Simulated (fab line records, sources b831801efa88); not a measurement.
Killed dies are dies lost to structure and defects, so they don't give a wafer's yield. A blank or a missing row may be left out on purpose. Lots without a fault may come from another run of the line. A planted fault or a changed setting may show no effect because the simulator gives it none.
fab line records | flow sky130
record lots=6 wafers=18 last_day=49
route steps=708 shown POLY_GATE@218 LDD_N@237 LDD_P@255 PAD_OPEN@708
lots that met no fault: from a run of the same line without faults
start_h: hours from the record's first day to the start of the lot's first wafer shown | wait_h: hours since the lot's step before | " the same as in the row above | L1.1+2: a row that stands for several wafers | - no value, or no start given | * or withheld: withheld | < > ~ a bound
route shown NAME@n: a module of which the file shows steps, and the number in the route of the first | usual: mean/standard deviation of fault-free wafers | same: alike in all rows | chamber/n: place in a boat | sites: the reading at each site | _std_site: their standard deviation | _edge_site: outer sites' mean less inner sites' | radius_mm: how far each site lies from the wafer's centre | mask NAME#n: copy n | behind: the tool/chamber that last shaped the wafer | hold: why the lot was held/for how many hours/how that ended | device: the transistor (n, p or np) that didn't switch | end of line: the same wafers' tests at the end of the route | a step without rows: its recipe alone | killed: dies lost to structure and defects at the first sort, not the wafer's yield | map: a wafer's dies, x killed, . not, _ none there
set.NAME: the setting as run; set.NAME@STEP: as run at that earlier step | model.NAME: the simulator's own value behind a step, which no gauge read
lots at some steps of the route; a table a step, a row a wafer
services: from which hour (start_h, from the record's first day; less than 0 if before it) a tool's chamber was out of use, for how many hours, and why
## steps
# step SKY_POLY_GATE_THK_MEAS_04
# recipe reads=Si3N4_of_POLY_GATE_CVD_03
# usual POLY_GATE_CVD_03_THK=75.0/0.71
# columns lot.wafer tool chamber start_h wait_h POLY_GATE_CVD_03_THK[nm]
L154.2 film_metro-01 - 333.55 0.0 74.0
L154.3 " - " " 74.3
L154.5 " - " " 73.8
L160.3 film_metro-03 - 396.09 0.0 74.3
L160.4 " - " " 73.6
L160.6 " - " " 74.3
L163.1 film_metro-04 - 418.26 0.0 76.0
L163.2 " - " " 75.6
L163.4 " - " " 76.6
L164.3 film_metro-03 - 428.24 0.0 74.9
L164.4 " - " " 75.3
L164.6 " - " " 74.6
L169.1 film_metro-01 - 464.63 0.0 74.8
L169.4 " - " " 75.5
L169.5 " - " " 74.0
L171.2 film_metro-03 - 486.32 0.0 75.1
L171.4 " - " " 75.7
L171.5 " - " " 74.6
# step SKY_POLY_GATE_DEHYDRATE_05
# recipe temp_c=200 time_s=60
# step SKY_POLY_GATE_HMDS_06
# recipe prime_time_s=60 prime_temp_c=120
# step SKY_POLY_GATE_COAT_07
# recipe resist=BARC temp_c=withheld time_s=withheld spin_rpm=3000 resist_thk_nm=110
# step SKY_POLY_GATE_COAT_08
# recipe resist=KrF-thick spin_rpm=3000 resist_thk_nm=450
# step SKY_POLY_GATE_SOFTBAKE_09
# recipe temp_c=100 time_s=90 resist=KrF-thick
# step SKY_POLY_GATE_EXPOSE_10
# recipe mask_id=P1M na=0.68 source_shape=conventional sigma_outer=0.6 target_cd_nm=150 dose_mj=28
# step SKY_POLY_GATE_PEB_11
# recipe peb_temp_c=withheld peb_time_s=withheld resist=KrF-thick
# step SKY_POLY_GATE_DEVELOP_12
# recipe develop_time_s=60 resist=KrF-thick dev_temp_c=21
# step SKY_POLY_GATE_CD_MEAS_13
# recipe target_cd_nm=150
# usual cd_nm=150.6/1.2
# columns lot.wafer tool chamber start_h wait_h cd_nm
L154.2 cd_sem-01 - 358.81 - 150.5
L154.3 " - " " 149.6
L154.5 " - " " 150.3
L160.3 cd_sem-01 - 426.13 - 150.9
L160.4 " - " " 149.0
L160.6 " - " " 148.7
L163.1 cd_sem-01 - 449.27 - 150.8
L163.2 " - " " 150.3
L163.4 " - " " 148.7
L164.3 cd_sem-01 - 459.78 - 150.1
L164.4 " - " " 150.4
L164.6 " - " " 149.8
L169.1 cd_sem-02 - 495.87 - 150.7
L169.4 " - " " 150.9
L169.5 " - " " 151.6
L171.2 cd_sem-01 - 516.91 - 149.7
L171.4 " - " " 149.7
L171.5 " - " " 149.3
# step SKY_POLY_GATE_OVL_MEAS_14
# usual POLY_GATE_OVL=7/4.6
# columns lot.wafer tool chamber start_h wait_h POLY_GATE_OVL[nm]
L154.2 overlay-01 - 358.91 0.1 7
L154.3 " - " " 7
L154.5 " - " " 4
L160.3 overlay-01 - 426.22 0.1 7
L160.4 " - " " 8
L160.6 " - " " 14
L163.1 overlay-02 - 449.39 0.1 12
L163.2 " - " " 2
L163.4 " - " " 5
L164.3 overlay-01 - 459.87 0.1 14
L164.4 " - " " 7
L164.6 " - " " 11
L169.1 overlay-01 - 495.99 0.1 11
L169.4 " - " " 8
L169.5 " - " " 3
L171.2 overlay-02 - 517.01 0.1 5
L171.4 " - " " 4
L171.5 " - " " 11
# step SKY_POLY_GATE_ETCH_15
# recipe chemistry=N2/H2 target=BARC ion_energy_ev=200 source_w=500 bias_w=100 pressure_mtorr=30 n2_flow_sccm=100 h2_flow_sccm=200 stop_on=SiO2 time_s=118.5 target_depth_a=1100
# usual drypump_motor_current_A=5.9/0.62 oes_product_au=0.717/0.005 rf_fwd_power_W=496.7/1.8 throttle_valve_pct=13.214/0.0087
# same time_s=118.5
# columns lot.wafer tool chamber start_h wait_h drypump_motor_current_A oes_product_au rf_fwd_power_W rf_hours_counter_h throttle_valve_pct
L154.2 rie_diel-01 2 358.94 0.0 5.3 0.709 497.9 3 13.224
L154.3 " 1 " " 5.8 0.715 496.4 14 13.211
L154.5 " 0 " " 6.6 0.712 496.1 - 13.216
L160.3 rie_diel-04 0 426.24 0.0 5.8 0.715 499.5 78 13.225
L160.4 " 3 " " 5.1 0.710 492.3 - 13.211
L160.6 " 2 " " 6.8 0.726 495.4 - 13.193
L163.1 rie_diel-01 0 449.42 0.0 6.6 0.721 498.1 96 13.208
L163.2 " 2 " " 5.3 0.713 497.5 5 13.216
L163.4 " 3 " " 5.7 0.717 498.4 2 13.218
L164.3 rie_diel-01 2 459.89 0.0 5.3 0.722 498.9 5 13.207
L164.4 " 1 " " 5.8 0.725 497.0 17 13.221
L164.6 " 3 " " 5.7 0.721 498.3 - 13.209
L169.1 rie_diel-03 3 496.02 0.0 6.7 0.716 498.0 6 13.215
L169.4 " 2 " " 5.3 0.718 498.6 - 13.212
L169.5 " 0 " " 5.9 0.718 498.1 - 13.212
L171.2 rie_diel-03 1 517.04 0.0 5.2 0.725 497.7 3 13.221
L171.4 " 0 " " 5.9 0.718 497.9 84 13.217
L171.5 " 2 " " 5.3 0.717 496.9 - 13.232
# step SKY_POLY_GATE_ETCH_16
# recipe stop_on=poly-Si chemistry=CH3F/O2 target=Si3N4 source_w=400 bias_w=80 pressure_mtorr=25 ch3f_flow_sccm=40 O2_flow_sccm=30 time_s=147.5 target_depth_a=750
# usual drypump_motor_current_A=5.9/0.62 oes_product_au=0.640/0.0057 rf_fwd_power_W=397.9/1.3 throttle_valve_pct=10.535/0.0087
# same time_s=147.5
# columns lot.wafer tool chamber start_h wait_h drypump_motor_current_A oes_product_au rf_fwd_power_W rf_hours_counter_h throttle_valve_pct
L154.2 rie_diel-01 2 359.03 0.0 5.3 0.637 398.3 3 10.535
L154.3 " 1 " " 5.8 0.630 397.4 15 10.543
L154.5 " 0 " " 6.6 0.633 396.7 - 10.524
L160.3 rie_diel-04 0 426.33 0.0 5.8 0.634 397.7 78 10.527
L160.4 " 3 " " 5.1 0.639 397.4 - 10.542
L160.6 " 2 " " 6.8 0.641 396.8 - 10.545
L163.1 rie_diel-01 0 449.50 0.0 6.6 0.655 401.0 96 10.531
L163.2 " 2 " " 5.3 0.646 399.5 5 10.536
L163.4 " 3 " " 5.7 0.643 399.4 2 10.552
L164.3 rie_diel-01 2 459.98 0.0 5.3 0.638 398.5 5 10.541
L164.4 " 1 " " 5.8 0.642 399.1 17 10.521
L164.6 " 3 " " 5.7 0.637 396.1 - 10.541
L169.1 rie_diel-03 3 496.10 0.0 6.6 0.641 396.6 6 10.525
L169.4 " 2 " " 5.2 0.646 399.2 - 10.535
L169.5 " 0 " " 5.9 0.630 396.0 - 10.526
L171.2 rie_diel-03 1 517.13 0.0 5.2 0.632 397.9 3 10.543
L171.4 " 0 " " 5.9 0.647 399.5 84 10.529
L171.5 " 2 " " 5.3 0.640 400.0 - 10.540
# step SKY_POLY_GATE_ETCH_17
# recipe target_depth_nm=180 stop_on=SiO2 over_etch_frac=0.56667 chemistry=HBr/Cl2 target=poly-Si icp_w=400 bias_w=100 pressure_mtorr=10 HBr_flow_sccm=150 Cl2_flow_sccm=50 time_s=70.5
# usual drypump_motor_current_A=5.8/0.5 oes_product_au=0.985/0.0076 rf_fwd_power_W=396.1/1.5 throttle_valve_pct=33.684/0.009
# same time_s=70.5
# columns lot.wafer tool chamber start_h wait_h drypump_motor_current_A oes_product_au rf_fwd_power_W rf_hours_counter_h throttle_valve_pct
L154.2 rie_si-02 2 359.13 0.0 6.3 0.981 397.8 2 33.675
L154.3 " 0 " " 5.8 0.989 395.6 3 33.675
L154.5 " 3 " " 5.3 1.003 393.6 - 33.677
L160.3 rie_si-02 1 426.43 0.0 6.0 0.982 395.6 4 33.698
L160.4 " 2 " " 6.3 0.982 399.1 3 33.657
L160.6 " 2 " " 6.3 0.996 395.5 - 33.664
L163.1 rie_si-01 2 449.60 0.0 6.0 0.983 397.7 3 33.680
L163.2 " 0 " " 5.4 0.982 396.1 2 33.678
L163.4 " 3 " " 6.3 0.980 395.0 39 33.692
L164.3 rie_si-02 1 460.07 0.0 6.0 0.983 391.3 4 33.682
L164.4 " 0 " " 5.8 0.979 396.5 4 33.691
L164.6 " 0 " " 5.8 0.985 395.5 - 33.676
L169.1 rie_si-01 1 496.20 0.0 4.7 0.993 397.1 2 33.685
L169.4 " 0 " " 5.4 0.986 395.3 2 33.698
L169.5 " 3 " " 6.3 0.993 395.7 - 33.677
L171.2 rie_si-01 1 517.22 0.0 4.6 0.998 393.5 2 33.691
L171.4 " 0 " " 5.4 0.988 396.4 2 33.689
L171.5 " 3 " " 6.3 0.981 395.5 - 33.674
# step SKY_POLY_GATE_STRIP_18
# recipe chemistry=O2/N2 power_w=1400 pressure_mtorr=1500 platen_temp_c=withheld o2_flow_sccm=3000 n2_flow_sccm=300 overash_fraction=0.5
# usual drypump_motor_current_A=5.9/0.5 oes_product_au=0.360/0.0046 strip_time_to_endpoint_s=3.17/0.037
# columns lot.wafer tool chamber start_h wait_h drypump_motor_current_A oes_product_au rf_hours_counter_h strip_time_to_endpoint_s
L154.2 plasma_asher-04 0 359.18 0.0 6.6 0.360 53 3.16
L154.3 " 1 " " 5.8 0.360 - 3.15
L154.5 " 0 " " 6.6 0.356 - 3.19
L160.3 plasma_asher-04 0 426.51 0.1 6.6 0.364 - 3.21
L160.4 " 1 " " 5.7 0.356 - 3.17
L160.6 " 1 " " 5.7 0.367 - 3.20
L163.1 plasma_asher-02 0 449.66 0.0 5.9 0.351 31 3.16
L163.2 " 1 " " 5.5 0.358 31 3.19
L163.4 " 0 " " 5.9 0.369 - 3.14
L164.3 plasma_asher-04 0 460.16 0.1 6.6 0.366 - 3.20
L164.4 " 1 " " 5.8 0.356 - 3.15
L164.6 " 0 " " 6.6 0.359 - 3.14
L169.1 plasma_asher-01 0 496.26 0.0 4.9 0.364 7 3.22
L169.4 " 0 " " 4.9 0.357 - 3.19
L169.5 " 0 " " 4.9 0.358 - 3.15
L171.2 plasma_asher-02 0 517.28 0.0 6.0 0.355 38 3.12
L171.4 " 1 " " 5.5 0.368 - 3.20
L171.5 " 1 " " 5.5 0.361 - 3.21
# step SKY_POLY_GATE_CLEAN_19
# recipe chemistry=SC1/SC2 mix=1:4:20 temp_c=70 time_s=150 dry=n2_spin
# step SKY_POLY_GATE_OXIDATION_20
# recipe temp_c=850 ambient=O2 stabilise_s=600 purge_s=300 target_thk_a=40 ox_time_s=899
# step SKY_POLY_GATE_THK_MEAS_21
# recipe reads=SiO2_of_POLY_GATE_OXIDATION_20
# usual POLY_GATE_OXIDATION_THK=3.98/0.067
# columns lot.wafer tool chamber start_h wait_h POLY_GATE_OXIDATION_THK[nm]
L154.2 film_metro-04 - 362.89 0.0 3.99
L154.3 " - " " 4.01
L154.5 " - " " 3.96
L160.3 film_metro-04 - 429.18 0.0 4.08
L160.4 " - " " 3.99
L160.6 " - " " 4.07
L163.1 film_metro-03 - 451.16 0.0 3.91
L163.2 " - " " 3.96
L163.4 " - " " 3.95
L164.3 film_metro-04 - 462.16 0.0 4.07
L164.4 " - " " 4.03
L164.6 " - " " 3.99
L169.1 film_metro-01 - 498.14 0.0 3.97
L169.4 " - " " 3.92
L169.5 " - " " 3.96
L171.2 film_metro-01 - 518.69 0.0 3.99
L171.4 " - " " 4.08
L171.5 " - " " 4.08
# step SKY_POLY_GATE_CD_MEAS_22
# usual cd_nm=150.4/2.2
# columns lot.wafer tool chamber start_h wait_h cd_nm
L154.2 cd_sem-01 - 362.97 0.1 150.3
L154.3 " - " " 151.1
L154.5 " - " " 151.4
L160.3 cd_sem-02 - 429.28 0.1 149.9
L160.4 " - " " 151.0
L160.6 " - " " 150.3
L163.1 cd_sem-01 - 451.22 0.1 152.4
L163.2 " - " " 148.7
L163.4 " - " " 149.1
L164.3 cd_sem-01 - 462.26 0.1 148.8
L164.4 " - " " 149.7
L164.6 " - " " 149.2
L169.1 cd_sem-02 - 498.20 0.1 148.7
L169.4 " - " " 150.2
L169.5 " - " " 152.3
L171.2 cd_sem-01 - 518.77 0.1 146.7
L171.4 " - " " 152.2
L171.5 " - " " 148.3
# step SKY_LDD_N_DEHYDRATE_00
# recipe temp_c=200 time_s=60
# step SKY_LDD_N_HMDS_01
# recipe prime_time_s=60 prime_temp_c=120
# step SKY_LDD_N_COAT_02
# recipe resist=NOVOLAK spin_rpm=3000 resist_thk_nm=300
# step SKY_LDD_N_SOFTBAKE_03
# recipe temp_c=90 time_s=60 resist=NOVOLAK
# step SKY_LDD_N_EXPOSE_04
# recipe mask_id=NTM target_cd_nm=840 na=0.6 source_shape=conventional sigma_outer=0.6 dose_mj=110
# step SKY_LDD_N_PEB_05
# recipe temp_c=withheld time_s=* resist=NOVOLAK
# step SKY_LDD_N_DEVELOP_06
# recipe develop_time_s=60 dev_temp_c=23
# step SKY_LDD_N_OVL_MEAS_07
# usual LDD_N_OVL=-0.6/1.7
# columns lot.wafer tool chamber start_h wait_h LDD_N_OVL[nm]
L154.2 overlay-01 - 391.49 0.1 2.0
L154.3 " - " " 2.1
L154.5 " - " " 3.0
L160.3 overlay-02 - 460.51 0.1 1.4
L160.4 " - " " 3.1
L160.6 " - " " 2.4
L163.1 overlay-01 - 482.30 0.1 -0.2
L163.2 " - " " -1.2
L163.4 " - " " 1.2
L164.3 overlay-02 - 493.21 0.1 -0.1
L164.4 " - " " -1.0
L164.6 " - " " -0.8
L169.1 overlay-02 - 528.74 0.1 -2.1
L169.4 " - " " -2.3
L169.5 " - " " -1.3
L171.2 overlay-01 - 549.11 0.1 3.7
L171.4 " - " " -0.8
L171.5 " - " " 2.6
# step SKY_LDD_N_IMPLANT_08
# recipe species=As energy_kev=20 dose_cm2=7.5e+13 tilt_deg=withheld rotation_deg=23
# step SKY_LDD_N_IMPLANT_09
# recipe species=As energy_kev=20 dose_cm2=7.5e+13 tilt_deg=withheld rotation_deg=113
# step SKY_LDD_N_IMPLANT_10
# recipe species=As energy_kev=20 dose_cm2=7.5e+13 tilt_deg=withheld rotation_deg=203
# step SKY_LDD_N_IMPLANT_11
# recipe species=As energy_kev=20 dose_cm2=7.5e+13 tilt_deg=withheld rotation_deg=293
# step SKY_LDD_N_IMPLANT_12
# recipe species=BF2 energy_kev=50 dose_cm2=5e+12 tilt_deg=30 rotation_deg=0
# step SKY_LDD_N_IMPLANT_13
# recipe species=BF2 energy_kev=50 dose_cm2=5e+12 tilt_deg=30 rotation_deg=90
# step SKY_LDD_N_IMPLANT_14
# recipe species=BF2 energy_kev=50 dose_cm2=5e+12 tilt_deg=30 rotation_deg=180
# step SKY_LDD_N_IMPLANT_15
# recipe species=BF2 energy_kev=50 dose_cm2=5e+12 tilt_deg=30 rotation_deg=270
# step SKY_LDD_N_STRIP_16
# recipe chemistry=O2/N2 power_w=1400 pressure_mtorr=1500 platen_temp_c=withheld o2_flow_sccm=3000 n2_flow_sccm=300 overash_fraction=0.5
# usual drypump_motor_current_A=6.1/0.48 oes_product_au=0.406/0.0047 strip_time_to_endpoint_s=4.316/0.017
# columns lot.wafer tool chamber start_h wait_h drypump_motor_current_A oes_product_au rf_hours_counter_h strip_time_to_endpoint_s
L154.2 plasma_asher-04 1 392.72 0.1 5.8 0.397 56 4.329
L154.3 " 0 " " 6.7 0.404 - 4.313
L154.5 " 0 " " 6.7 0.403 - 4.290
L160.3 plasma_asher-04 0 461.77 0.1 6.6 0.399 - 4.301
L160.4 " 1 " " 5.8 0.403 - 4.317
L160.6 " 1 " " 5.7 0.404 - 4.311
L163.1 plasma_asher-04 1 483.53 0.1 5.7 0.413 65 4.300
L163.2 " 0 " " 6.6 0.404 65 4.294
L163.4 " 1 " " 5.7 0.409 - 4.286
L164.3 plasma_asher-04 0 494.46 0.1 6.7 0.421 - 4.323
L164.4 " 1 " " 5.8 0.405 - 4.332
L164.6 " 1 " " 5.8 0.406 - 4.323
L169.1 plasma_asher-01 0 529.97 0.1 4.9 0.405 10 4.319
L169.4 " 0 " " 4.9 0.396 - 4.330
L169.5 " 1 " " 6.3 0.410 - 4.317
L171.2 plasma_asher-01 0 550.34 0.1 4.9 0.407 13 4.303
L171.4 " 1 " " 6.3 0.396 - 4.306
L171.5 " 1 " " 6.3 0.413 - 4.339
# step SKY_LDD_N_TW_MEAS_17
# usual LDD_N_TW=2606/15
# columns lot.wafer tool chamber start_h wait_h LDD_N_TW
L154.2 film_metro-04 - 392.83 0.1 2614
L154.3 " - " " 2618
L154.5 " - " " 2605
L160.3 film_metro-02 - 461.85 0.1 2586
L160.4 " - " " 2591
L160.6 " - " " 2605
L163.1 film_metro-02 - 483.63 0.1 2576
L163.2 " - " " 2596
L163.4 " - " " 2583
L164.3 film_metro-04 - 494.55 0.1 2622
L164.4 " - " " 2624
L164.6 " - " " 2628
L169.1 film_metro-02 - 530.07 0.1 2614
L169.4 " - " " 2593
L169.5 " - " " 2601
L171.2 film_metro-04 - 550.45 0.1 2603
L171.4 " - " " 2629
L171.5 " - " " 2629
# step SKY_LDD_P_DEHYDRATE_00
# recipe temp_c=200 time_s=60
# step SKY_LDD_P_HMDS_01
# recipe prime_time_s=60 prime_temp_c=120
# step SKY_LDD_P_COAT_02
# recipe resist=NOVOLAK spin_rpm=3000 resist_thk_nm=1140
# step SKY_LDD_P_SOFTBAKE_03
# recipe temp_c=90 time_s=60 resist=NOVOLAK
# step SKY_LDD_P_EXPOSE_04
# recipe mask_id=PSDM na=0.6 source_shape=conventional sigma_outer=0.6 polarization=unpolarized target_cd_nm=380 dose_mj=138
# step SKY_PAD_OPEN_PROBE_99
# usual killed_at_M0_to_M3=44/7.2 killed_at_M4_up=3.4/2.1 killed_at_contacts=24/5.5 killed_at_front_end=15/4.6 killed_at_other=0.4/0.64 killed_dies=86/9.1 killed_open=47/7.5 killed_short=39/5.8
# same gross_dies=492 killed_at_back_side=0
# columns lot.wafer tool chamber start_h wait_h killed_at_M0_to_M3 killed_at_M4_up killed_at_contacts killed_at_front_end killed_at_other killed_dies killed_open killed_short
L154.2 prober-01 - 1066.46 0.1 45 4 22 14 1 86 59 25
L154.3 prober-01 - 1066.51 0.2 38 3 25 14 2 82 35 47
L154.5 prober-01 - 1066.61 0.2 22 3 25 14 0 64 37 27
L160.3 prober-01 - 1114.82 0.2 30 4 26 18 1 79 46 33
L160.4 prober-01 - 1114.87 0.2 47 6 18 18 0 89 46 43
L160.6 prober-01 - 1114.97 0.2 56 1 11 12 0 80 48 32
L163.1 prober-02 - 1128.76 0.1 47 3 25 78 0 153 51 33
L163.2 prober-02 - 1128.81 0.1 41 3 29 88 1 162 54 37
L163.4 prober-02 - 1128.91 0.2 44 3 19 55 0 121 37 35
L164.3 prober-01 - 1135.96 0.2 53 4 18 79 1 155 49 37
L164.4 prober-01 - 1136.01 0.2 35 1 25 71 0 132 40 30
L164.6 prober-01 - 1136.11 0.2 35 3 20 56 0 114 34 33
# killed by level:class
L154.2 VIA1:geometric_particle:open=14 VIA3:geometric_particle:open=11 CONTACT:geometric_particle:open=8 VIA2:geometric_particle:open=7 FIELD_ISO:geometric_particle:open=5 LI_CONTACT:geometric_particle:open=5 FIELD_ISO:geometric_particle:short=3 LI_CONTACT:geometric_particle:short=3
L154.3 METAL2:geometric_particle:short=11 CONTACT:geometric_particle:open=9 VIA1:geometric_particle:open=8 VIA1:geometric_particle:short=7 CONTACT:geometric_particle:short=6 FIELD_ISO:geometric_particle:short=5 LI_CONTACT:geometric_particle:open=4 VIA3:geometric_particle:open=4
L154.5 CONTACT:geometric_particle:open=9 LOCAL_INTERCONNECT:geometric_particle:short=7 LI_CONTACT:geometric_particle:open=6 VIA1:geometric_particle:open=6 FIELD_ISO:geometric_particle:open=5 METAL1:geometric_particle:short=5 VIA3:geometric_particle:open=4 FIELD_ISO:geometric_particle:short=4
L160.3 CONTACT:geometric_particle:open=12 VIA2:geometric_particle:open=8 LOCAL_INTERCONNECT:geometric_particle:short=6 FIELD_ISO:geometric_particle:open=5 POLY_GATE:geometric_particle:open=5 VIA1:geometric_particle:open=5 LI_CONTACT:geometric_particle:open=4 VIA1:geometric_particle:short=4
L160.4 VIA1:geometric_particle:open=13 VIA2:geometric_particle:open=8 CONTACT:geometric_particle:open=7 METAL2:geometric_particle:short=7 CONTACT:geometric_particle:short=6 FIELD_ISO:geometric_particle:short=5 METAL1:geometric_particle:short=5 VIA3:geometric_particle:open=5
L160.6 VIA1:geometric_particle:open=11 VIA2:geometric_particle:open=10 VIA3:geometric_particle:open=8 VIA2:geometric_particle:short=7 METAL1:geometric_particle:short=7 VIA1:geometric_particle:short=5 FIELD_ISO:geometric_particle:open=4 METAL2:geometric_particle:short=4
L163.1 POLY_GATE:unspecified=69 CONTACT:geometric_particle:open=13 VIA1:geometric_particle:open=13 VIA3:geometric_particle:open=9 VIA1:geometric_particle:short=7 LI_CONTACT:geometric_particle:open=5 CONTACT:geometric_particle:short=5 METAL2:geometric_particle:short=4
L163.2 POLY_GATE:unspecified=70 VIA1:geometric_particle:open=12 LI_CONTACT:geometric_particle:open=10 VIA2:geometric_particle:open=9 CONTACT:geometric_particle:open=8 METAL1:geometric_particle:short=7 POLY_GATE:geometric_particle:short=5 LI_CONTACT:geometric_particle:short=4
L163.4 POLY_GATE:unspecified=49 VIA1:geometric_particle:open=13 METAL2:geometric_particle:short=7 VIA3:geometric_particle:open=6 LI_CONTACT:geometric_particle:open=5 CONTACT:geometric_particle:short=5 CONTACT:geometric_particle:open=5 METAL1:geometric_particle:short=5
L164.3 POLY_GATE:unspecified=69 VIA1:geometric_particle:open=10 VIA2:geometric_particle:open=10 METAL2:geometric_particle:short=6 LI_CONTACT:geometric_particle:open=6 CONTACT:geometric_particle:open=6 VIA2:geometric_particle:short=6 VIA3:geometric_particle:open=6
L164.4 POLY_GATE:unspecified=62 CONTACT:geometric_particle:open=10 VIA1:geometric_particle:open=10 METAL2:geometric_particle:short=8 LI_CONTACT:geometric_particle:open=6 VIA2:geometric_particle:open=5 POLY_GATE:geometric_particle:short=4 LOCAL_INTERCONNECT:geometric_particle:short=4
L164.6 POLY_GATE:unspecified=47 CONTACT:geometric_particle:open=9 METAL2:geometric_particle:short=8 VIA3:geometric_particle:short=6 VIA1:geometric_particle:open=5 LI_CONTACT:geometric_particle:open=4 VIA2:geometric_particle:open=4 FIELD_ISO:geometric_particle:short=3
# map L163.2 (x killed, . not)
__________......x.x._________
________..x.xxxxxx..xx_______
______..x.x.xxxxxxxx...._____
_____..xx.xxxxxxxxxx.x...____
____......xxxxxxxxxx....x.___
___.x......xxxxxxxxx...x...__
__.......xxxxxxxxxxx..x.x..._
_....x....x..xxxxxxx.........
_.......x..xxxxxxxx..xxx...x.
_.....x..x.....xxx......x....
_...............x..x.........
_....xx.x....x......x........
_...x.x......x...x..........x
_x.xx....x.xx...x.xx.x.......
_x..x.x....x...x.x..x..xx.xxx
__x.....x........xx..x..x..x_
___..x.......xx.....x......__
____x.......xx...xx...x.x.___
_____...x.xx...x.........____
______.xx....x..x.x.x..._____
________.............x_______
__________..x......x_________
# map L164.3 (x killed, . not)
__________x..xxx..x._________
________....xxx.xx.x.._______
______.....xxxxxxxxx.xxx_____
_____...x..xxxxxxxxx.....____
____xx.x..x.xxxxxxxxx....x___
___..x.....xxxxxxxxxx.....x__
__x.....x..xxxxxxxxxx....x.._
_..x.....x.xxxxxxxx.xx.......
_.....x...xxxxxx.x.....x.x.x.
_.x.xxx......x.x.............
_.x..x.x..x...x....xx..x.....
_...x..........x.....x.x.....
_........x..x......x..x......
_....x...xx...x.x.x.xxx..x.x.
_.x........x.x......x.....x..
__.x...........x...x....x..x_
___...x...........x......x.__
____x.x.......xx..........___
_____..xx................____
______.x.x.............._____
________.x.....xx....x_______
__________..x....x.._________
## services
# columns tool chamber start_h hours kind
rie_si-01 1 350.10 6.8 repair
plasma_asher-02 - 350.67 2.8 repair
rie_diel-04 - 357.04 2.8 pm
rie_diel-04 1 359.76 9.7 repair
rie_diel-01 0 362.95 11.1 repair
rie_diel-01 - 371.86 0.3 repair
rie_si-01 - 382.80 0.7 repair
rie_diel-04 - 383.64 0.4 repair
rie_diel-01 2 393.37 4.1 repair
rie_diel-01 0 403.54 16.1 repair
rie_diel-01 2 412.60 10.8 repair
plasma_asher-01 - 421.25 9.0 pm
rie_diel-01 3 444.35 5.0 repair
rie_diel-01 0 451.40 6.1 repair
rie_si-01 1 454.51 5.7 repair
rie_diel-04 2 473.85 4.6 repair
plasma_asher-01 - 477.44 1.8 repair
rie_diel-03 1 493.15 3.1 repair
plasma_asher-02 - 496.06 3.6 repair
plasma_asher-01 - 500.46 2.1 repair
rie_diel-01 - 500.88 0.3 repair
rie_diel-01 - 509.70 28.1 pm
plasma_asher-02 - 540.31 3.8 repair
plasma_asher-04 - 542.36 5.1 repair
## key
first_sign step=SKY_PAD_OPEN_PROBE_99 reading=killed_at_front_end direction=up sigmas=12 usual=15 struck=71
effect step=SKY_PAD_OPEN_PROBE_99 reading=killed_dies direction=up sigmas=5.8 usual=86 struck=140
met_at SKY_POLY_GATE_ETCH_16
struck_wafers L163.1,L163.2,L163.4,L164.3,L164.4,L164.6
tester_left_out L163,L164
onset_between 359.03 449.50
also_fits SKY_POLY_GATE_ETCH_15:rie_diel-01,SKY_LDD_N_STRIP_16:plasma_asher-04
fault kind=chamber_particle_source tool=rie_diel-01 chamber=- onset_h=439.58 steps=SKY_POLY_GATE_ETCH_16 rate_per_visit_cm2=2.1329 end_h=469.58
# tester_left_out: of these lots the tester's yield and bins aren't shown, on N5 and GAA mostly nor the transistor test; their killed dies are dies lost to structure and defects alone, not to doping, threshold or leakage, so they don't give the yield
